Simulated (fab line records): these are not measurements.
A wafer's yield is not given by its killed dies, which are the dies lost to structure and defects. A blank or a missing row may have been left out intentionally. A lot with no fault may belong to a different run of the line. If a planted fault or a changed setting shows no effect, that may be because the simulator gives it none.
The tool behind it: which one? :: flow gf180mcu :: Sampling: 12 lots, 36 wafers, 5 of 602 route steps

## WHAT THE GAUGES READ, wafer by wafer
GF_PASSIVATION_THK_MEAS_01. Usual: PASSIVATION_CVD_00_THK 1004 nm, standard deviation 14.
lot: L442
measured: day 28 03:10
on: film_metro-04
PASSIVATION_CVD_00_THK (nm): 1000 994 1007
flag: 

lot: L443
measured: day 28 13:01
on: film_metro-04
PASSIVATION_CVD_00_THK (nm): 996 1025 1022
flag: 

lot: L445
measured: day 29 00:02
on: film_metro-01
PASSIVATION_CVD_00_THK (nm): 1010 1007 1028
flag: 

lot: L452
measured: day 31 03:17
on: film_metro-01
PASSIVATION_CVD_00_THK (nm): 987 818 832
flag: OFF

lot: L456
measured: day 32 07:28
on: film_metro-04
PASSIVATION_CVD_00_THK (nm): 1016 1020 1009
flag: 

lot: L459
measured: day 32 23:05
on: film_metro-02
PASSIVATION_CVD_00_THK (nm): 992 1006 1011
flag: 

lot: L460
measured: day 33 04:01
on: film_metro-02
PASSIVATION_CVD_00_THK (nm): 1009 997 1013
flag: 

lot: L461
measured: day 33 17:40
on: film_metro-01
PASSIVATION_CVD_00_THK (nm): 981 1006 1005
flag: 

lot: L462
measured: day 33 19:19
on: film_metro-01
PASSIVATION_CVD_00_THK (nm): 999 1018 1024
flag: 

lot: L464
measured: day 34 03:55
on: film_metro-02
PASSIVATION_CVD_00_THK (nm): 980 1020 1022
flag: 

lot: L463
measured: day 34 04:17
on: film_metro-02
PASSIVATION_CVD_00_THK (nm): 991 1010 1006
flag: 

lot: L465
measured: day 34 08:07
on: film_metro-01
PASSIVATION_CVD_00_THK (nm): 986 983 993
flag: 

GF_PASSIVATION_BOW_MEAS_14. Usual: PASSIVATION_BOW 138 um, standard deviation 11.
lot: L442
measured: day 29 00:41
on: film_metro-02
PASSIVATION_BOW (um): 126 140 124
flag: 

lot: L443
measured: day 29 11:20
on: film_metro-02
PASSIVATION_BOW (um): 131 124 118
flag: 

lot: L445
measured: day 29 21:03
on: film_metro-02
PASSIVATION_BOW (um): 134 126 135
flag: 

lot: L452
measured: day 31 22:50
on: film_metro-02
PASSIVATION_BOW (um): 135 145 122
flag: 

lot: L456
measured: day 33 02:02
on: film_metro-02
PASSIVATION_BOW (um): 135 139 122
flag: 

lot: L459
measured: day 33 17:02
on: film_metro-04
PASSIVATION_BOW (um): 148 157 151
flag: 

lot: L460
measured: day 33 21:39
on: film_metro-04
PASSIVATION_BOW (um): 157 144 137
flag: 

lot: L461
measured: day 34 10:22
on: film_metro-02
PASSIVATION_BOW (um): 135 132 135
flag: 

lot: L462
measured: day 34 12:46
on: film_metro-02
PASSIVATION_BOW (um): 150 152 156
flag: 

lot: L464
measured: day 34 20:24
on: film_metro-04
PASSIVATION_BOW (um): 150 141 139
flag: 

lot: L463
measured: day 34 20:37
on: film_metro-04
PASSIVATION_BOW (um): 150 135 151
flag: 

lot: L465
measured: day 35 01:00
on: film_metro-02
PASSIVATION_BOW (um): 141 139 134
flag: 

## WHAT TOOL EACH LOT RAN ON (gives the tool, then ch and the chambers of the sampled wafers, and finally the start)
lot: L442
GF_V5_CMP_26: cmp-02 ch 0,1,2, day 27 05:47
GF_PASSIVATION_CVD_00: pecvd-02 ch 0,1, day 28 03:05
GF_PASSIVATION_ETCH_11: rie_diel-02 ch 0,2,3, day 28 22:49

lot: L443
GF_V5_CMP_26: cmp-01 ch 0,2, day 27 15:30
GF_PASSIVATION_CVD_00: pecvd-02 ch 0,1,2, day 28 12:55
GF_PASSIVATION_ETCH_11: rie_diel-04 ch 2,3, day 29 09:26

lot: L445
GF_V5_CMP_26: cmp-02 ch 1,3, day 28 02:28
GF_PASSIVATION_CVD_00: pecvd-02 ch 0,2, day 28 23:57
GF_PASSIVATION_ETCH_11: rie_diel-02 ch 0,2, day 29 19:10

lot: L452
GF_V5_CMP_26: cmp-01 ch 0,1,3, day 30 07:40
GF_PASSIVATION_CVD_00: pecvd-04 ch 0,1,2, day 31 03:13
GF_PASSIVATION_ETCH_11: rie_diel-01 ch 0,1,3, day 31 20:58

lot: L456
GF_V5_CMP_26: cmp-01 ch 0,1,2, day 31 12:53
GF_PASSIVATION_CVD_00: pecvd-01 ch 0,1, day 32 07:21
GF_PASSIVATION_ETCH_11: rie_diel-01 ch 0,1,2, day 33 00:14

lot: L459
GF_V5_CMP_26: cmp-01 ch 0,3, day 32 05:13
GF_PASSIVATION_CVD_00: pecvd-02 ch 1,2, day 32 23:00
GF_PASSIVATION_ETCH_11: rie_diel-01 ch 0,2, day 33 15:10

lot: L460
GF_V5_CMP_26: cmp-01 ch 0,1,2, day 32 10:41
GF_PASSIVATION_CVD_00: pecvd-01 ch 1,2, day 33 03:55
GF_PASSIVATION_ETCH_11: rie_diel-04 ch 1,2,3, day 33 19:46

lot: L461
GF_V5_CMP_26: cmp-01 ch 1,2,3, day 33 00:53
GF_PASSIVATION_CVD_00: pecvd-02 ch 0,1,2, day 33 17:34
GF_PASSIVATION_ETCH_11: rie_diel-02 ch 2,3, day 34 08:28

lot: L462
GF_V5_CMP_26: cmp-01 ch 0,3, day 33 02:31
GF_PASSIVATION_CVD_00: pecvd-01 ch 0,2, day 33 19:13
GF_PASSIVATION_ETCH_11: rie_diel-04 ch 0,1,2, day 34 10:52

lot: L464
GF_V5_CMP_26: cmp-01 ch 0,1,2, day 33 11:15
GF_PASSIVATION_CVD_00: pecvd-02 ch 0,1,2, day 34 03:50
GF_PASSIVATION_ETCH_11: rie_diel-01 ch 1, day 34 18:22

lot: L463
GF_V5_CMP_26: cmp-02 ch 1,3, day 33 11:28
GF_PASSIVATION_CVD_00: pecvd-01 ch 1,2, day 34 04:09
GF_PASSIVATION_ETCH_11: rie_diel-02 ch 0,2, day 34 18:43

lot: L465
GF_V5_CMP_26: cmp-01 ch 2,3, day 33 15:31
GF_PASSIVATION_CVD_00: pecvd-04 ch 0,1, day 34 08:02
GF_PASSIVATION_ETCH_11: rie_diel-04 ch 0,3, day 34 23:07
- GF_V5_CMP_26: polishes, stops on SiO2, t overpolish 15 s, target thk 0 nm.
- GF_PASSIVATION_CVD_00: deposits SiO2 from TEOS, target thk 1000 nm, time 111.95 s.
- GF_PASSIVATION_ETCH_11: etches the open film in CF4/O2, stops on TiN, target depth 2040 nm, time 453.3 s.

## AS READ BY THE TOOLS THEMSELVES (means over the sampled wafers that have a number; for cases with no such wafer, the mark the record gives instead)
GF_V5_CMP_26. Usual: motor_current_A 11.0 A, standard deviation 0.81; overpolish_run_s 15.001 s, standard deviation 0.0088; time_to_endpoint_s 83 s, standard deviation 5.9.
lot: L442
tool: cmp-02
motor_current_A (A): 11.3
overpolish_run_s (s): 14.998
time_to_endpoint_s (s): 80
flag: 

lot: L443
tool: cmp-01
motor_current_A (A): 11.7
overpolish_run_s (s): 15.007
time_to_endpoint_s (s): 90
flag: 

lot: L445
tool: cmp-02
motor_current_A (A): 10.6
overpolish_run_s (s): 15.000
time_to_endpoint_s (s): 82
flag: 

lot: L452
tool: cmp-01
motor_current_A (A): 10.6
overpolish_run_s (s): 15.008
time_to_endpoint_s (s): 80
flag: 

lot: L456
tool: cmp-01
motor_current_A (A): 11.6
overpolish_run_s (s): 15.002
time_to_endpoint_s (s): 82
flag: 

lot: L459
tool: cmp-01
motor_current_A (A): 10.9
overpolish_run_s (s): 15.003
time_to_endpoint_s (s): 84
flag: 

lot: L460
tool: cmp-01
motor_current_A (A): 11.7
overpolish_run_s (s): 15.003
time_to_endpoint_s (s): 83
flag: 

lot: L461
tool: cmp-01
motor_current_A (A): 10.9
overpolish_run_s (s): 15.002
time_to_endpoint_s (s): 83
flag: 

lot: L462
tool: cmp-01
motor_current_A (A): 11.2
overpolish_run_s (s): 15.004
time_to_endpoint_s (s): 82
flag: 

lot: L464
tool: cmp-01
motor_current_A (A): 11.3
overpolish_run_s (s): 14.997
time_to_endpoint_s (s): 83
flag: 

lot: L463
tool: cmp-02
motor_current_A (A): 11.0
overpolish_run_s (s): 14.999
time_to_endpoint_s (s): 90
flag: 

lot: L465
tool: cmp-01
motor_current_A (A): 10.6
overpolish_run_s (s): 15.001
time_to_endpoint_s (s): 88
flag: 

GF_PASSIVATION_CVD_00. Usual: heater_power_outer_w 405 W, standard deviation 67; heater_power_w 712 W, standard deviation 93.
lot: L442
tool: pecvd-02
heater_power_outer_w (W): 361
heater_power_w (W): 668
flag: 

lot: L443
tool: pecvd-02
heater_power_outer_w (W): 423
heater_power_w (W): 776
flag: 

lot: L445
tool: pecvd-02
heater_power_outer_w (W): 369
heater_power_w (W): 714
flag: 

lot: L452
tool: pecvd-04
heater_power_outer_w (W): 419
heater_power_w (W): 691
flag: 

lot: L456
tool: pecvd-01
heater_power_outer_w (W): 406
heater_power_w (W): 659
flag: 

lot: L459
tool: pecvd-02
heater_power_outer_w (W): 418
heater_power_w (W): 778
flag: 

lot: L460
tool: pecvd-01
heater_power_outer_w (W): 448
heater_power_w (W): 755
flag: 

lot: L461
tool: pecvd-02
heater_power_outer_w (W): 402
heater_power_w (W): 750
flag: 

lot: L462
tool: pecvd-01
heater_power_outer_w (W): 384
heater_power_w (W): 682
flag: 

lot: L464
tool: pecvd-02
heater_power_outer_w (W): 402
heater_power_w (W): 746
flag: 

lot: L463
tool: pecvd-01
heater_power_outer_w (W): 402
heater_power_w (W): 716
flag: 

lot: L465
tool: pecvd-04
heater_power_outer_w (W): 415
heater_power_w (W): 690
flag: 

GF_PASSIVATION_ETCH_11. Usual: drypump_motor_current_A 6.0 A, standard deviation 0.39; oes_product_au 0.989 a.u., standard deviation 0.0081; throttle_valve_pct 5.968 %, standard deviation 0.0091.
lot: L442
tool: rie_diel-02
drypump_motor_current_A (A): 6.0
oes_product_au (a.u.): 0.993
throttle_valve_pct (%): 5.968
flag: 

lot: L443
tool: rie_diel-04
drypump_motor_current_A (A): 6.0
oes_product_au (a.u.): 0.980
throttle_valve_pct (%): 5.955
flag: 

lot: L445
tool: rie_diel-02
drypump_motor_current_A (A): 6.2
oes_product_au (a.u.): 0.988
throttle_valve_pct (%): 5.966
flag: 

lot: L452
tool: rie_diel-01
drypump_motor_current_A (A): 6.1
oes_product_au (a.u.): 0.996
throttle_valve_pct (%): 5.964
flag: 

lot: L456
tool: rie_diel-01
drypump_motor_current_A (A): 5.8
oes_product_au (a.u.): 0.992
throttle_valve_pct (%): 5.973
flag: 

lot: L459
tool: rie_diel-01
drypump_motor_current_A (A): 5.4
oes_product_au (a.u.): 0.992
throttle_valve_pct (%): 5.971
flag: 

lot: L460
tool: rie_diel-04
drypump_motor_current_A (A): 6.0
oes_product_au (a.u.): 0.985
throttle_valve_pct (%): 5.971
flag: 

lot: L461
tool: rie_diel-02
drypump_motor_current_A (A): 5.7
oes_product_au (a.u.): 0.994
throttle_valve_pct (%): 5.971
flag: 

lot: L462
tool: rie_diel-04
drypump_motor_current_A (A): 6.1
oes_product_au (a.u.): 0.984
throttle_valve_pct (%): 5.970
flag: 

lot: L464
tool: rie_diel-01
drypump_motor_current_A (A): 6.2
oes_product_au (a.u.): 0.995
throttle_valve_pct (%): 5.967
flag: 

lot: L463
tool: rie_diel-02
drypump_motor_current_A (A): 6.3
oes_product_au (a.u.): 0.989
throttle_valve_pct (%): 5.970
flag: 

lot: L465
tool: rie_diel-04
drypump_motor_current_A (A): 6.3
oes_product_au (a.u.): 0.983
throttle_valve_pct (%): 5.965
flag: 

## THE ANSWER, worked out from the rows above alone
Rule: lot off if the mean of its wafers having a number is beyond 3 standard deviations from the usual mean. Also off: a lot with no number at a reading for which 4 or more lots have one. Where the step has rows for the other lots, those lots are counted as sound. After the gauges, taken in route order, come the tools' own readings; for these a lot's mean is taken, as printed above. The first step at which some lot is off is used, and at that step the reading that is off furthest; a lot without a number counts as furthest.
Off: L452, at GF_PASSIVATION_THK_MEAS_01 (PASSIVATION_CVD_00_THK).
If a tool, at a process step before that reading, ran all the lots that are off and no sound lot after the first of them, it fits. The gauges at GF_PASSIVATION_THK_MEAS_01 are tried like those tools. Of those tried, none fits.

## WHAT THE SIMULATOR HAD INSERTED
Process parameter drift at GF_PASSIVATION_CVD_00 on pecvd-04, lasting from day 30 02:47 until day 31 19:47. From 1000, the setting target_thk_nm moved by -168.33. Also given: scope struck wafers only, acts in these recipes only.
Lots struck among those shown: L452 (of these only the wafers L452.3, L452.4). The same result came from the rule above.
